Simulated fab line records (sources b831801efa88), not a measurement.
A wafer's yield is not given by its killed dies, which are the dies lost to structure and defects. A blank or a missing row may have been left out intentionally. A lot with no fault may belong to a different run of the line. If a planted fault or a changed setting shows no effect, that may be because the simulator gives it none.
Problem report, 8D (eight disciplines) form, completed by code | flow gf180mcu | the parts of the form that need people (team, actions taken, sign-off) are left out

1. PROBLEM STATEMENT
Wafers free of any fault read 487.3 ohm/sq (standard deviation 1.2) for NWELL_RS at GF_VT_IMPLANT_RS_MEAS_47, against a mean of 471.6 ohm/sq on 6 wafers of 2 lots. Relative to the usual mean, that is a shift of -13 standard deviations.
The step: measures by four-point-probe.
Earliest sighting: wafer L513.2 on film metro-02 at day 12 02:55. At this step, 39 wafers from 13 lots have a number in the record. Rule for "out" (also "out of limits"): further than 4 standard deviations from the usual mean. The rest of the wafers with a number are treated as sound.

2. WHAT THIS IS AND IS NOT
question                    | is                     | is not
which readings at this step | NWELL_RS               | -
which lots                  | L513, L514             | L498, L499, L500, L502, L503, L504, L506, L516, L518, L519, L521
which wafers of those lots  | all that have a number | -
read on which gauges        | film metro-02          | film metro-01, film metro-04
when                        | from day 12 02:55      | up to then (21 sound wafers); but 12 sound wafers of L516, L518, L519, L521 came after

3. SUSPECTS, AND WHAT RULES EACH OUT
Counting: a tool at a process step up to the reading stays a suspect if it ran every lot that is out and no sound lot after the first of them.
- ruled out: the gauge at GF_VT_IMPLANT_RS_MEAS_47. All the wafers that are out were read on film metro-02, but those of them that GF_NWELL_IMPLANT_09 has rows for are out there too, on other tools.
- implanter-02 at GF_NWELL_IMPLANT_09: kept. It processed each lot that is out, first L513 at day 6 21:55, and no sound lot thereafter; up to then, the last sound lot it processed was L502 at day 4 06:08. Its own readings are out on those wafers: dose ions cm2, faraday current uA.
Left after counting: implanter-02 at GF_NWELL_IMPLANT_09.

4. THE CAUSE (what the simulator had put in)
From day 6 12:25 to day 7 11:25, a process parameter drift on implanter-02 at GF_NWELL_IMPLANT_09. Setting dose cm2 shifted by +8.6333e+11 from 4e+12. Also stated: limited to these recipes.
Counting left only this tool.

5. THE EFFECT CHAIN, in route order
Each row: a reading whose mean over the struck wafers that have a number lies more than 3 standard deviations from the usual. Readings are gone through only where the record gives a usual standard deviation; hours: the median, over the lots, of the time from a lot's start at the first step in this table giving one to that lot's start at this step; sigmas: the change measured in usual standard deviations.
hours | step                     | reading            | usual        | on struck wafers | change     | sigmas
0     | GF_NWELL_IMPLANT_09      | dose ions cm2      | 3.999e+12    | 4.861e+12        | +8.620e+11 | +99 or more
0     | GF_NWELL_IMPLANT_09      | faraday current uA | 22.6         | 27.6             | +5.0       | +10
125   | GF_VT_IMPLANT_RS_MEAS_47 | NWELL_RS           | 487.3 ohm/sq | 471.6            | -15.7      | -13
Here are the process steps it includes:
- GF_NWELL_IMPLANT_09
Later steps that measure or inspect, where all struck wafers having a row at the step show a number for every such reading and not one has moved that far: GF_V1_RS_MEAS_24.

6. HOW IT WOULD HAVE BEEN CAUGHT EARLIER
135 hours passed between the start of the fault at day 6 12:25 and the first reading out of limits at a measuring or inspecting step in this record, taken at day 12 02:55.
The tool's own readings at GF_NWELL_IMPLANT_09 were out on every struck wafer that the step has a row for (dose ions cm2, faraday current uA): an alarm limit on them would have fired on the first of those.
All the lots that are out (2) had begun GF_NWELL_IMPLANT_09 on implanter-02 by day 12 02:55. Holding the tool at that point would not have protected any of them.
